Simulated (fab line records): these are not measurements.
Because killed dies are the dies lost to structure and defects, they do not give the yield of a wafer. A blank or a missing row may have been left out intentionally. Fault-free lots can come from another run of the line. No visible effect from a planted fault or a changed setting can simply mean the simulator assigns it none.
Which tool is to blame? | flow gf180mcu | route of 602 steps, sampled at 1 step: 7 lots, 20 wafers

## WHAT EACH GAUGE READ, for each wafer
GF_STI_THK_MEAS_22.
lot  | measured    | on           | STI_OXIDATION_01_THK (nm)
L397 | day 2 09:23 | filmMetro-04 | 14.81 14.58 14.94
L399 | day 2 18:42 | filmMetro-02 | 15.18 15.27 15.18
L401 | day 3 06:57 | filmMetro-01 | 15.20 15.35 15.37
L407 | day 4 11:27 | filmMetro-01 | 15.10 15.05
L411 | day 5 12:26 | filmMetro-01 | 15.00 14.58 14.71
L414 | day 6 02:22 | filmMetro-02 | 15.22 15.07 14.79
L418 | day 6 21:26 | filmMetro-04 | 15.08 15.41 15.26

## WHICH TOOL RAN EACH LOT (tool, then ch and the chambers of the sampled wafers, then the start)
The record shows no process step preceding these readings.

## THE ANSWER, worked out from the rows above alone
Rule: the lots themselves supply what counts as usual. The widest of any qualifying gaps counts: lots, ordered by their means at a reading, are off when they make up no more than a third of the lots, leave a main group of 4 or more, and stand apart from it by 3 or more times the standard deviation of that group's means. Not used: any main group whose means are identical at the precision the tables above print for the reading. Also off: a lot with no number at a reading for which 4 or more lots have one. The other lots that the step has rows for count as sound.
No lot is off at any reading shown: from this, nothing can be told.

## WHAT WAS PUT IN BY THE SIMULATOR
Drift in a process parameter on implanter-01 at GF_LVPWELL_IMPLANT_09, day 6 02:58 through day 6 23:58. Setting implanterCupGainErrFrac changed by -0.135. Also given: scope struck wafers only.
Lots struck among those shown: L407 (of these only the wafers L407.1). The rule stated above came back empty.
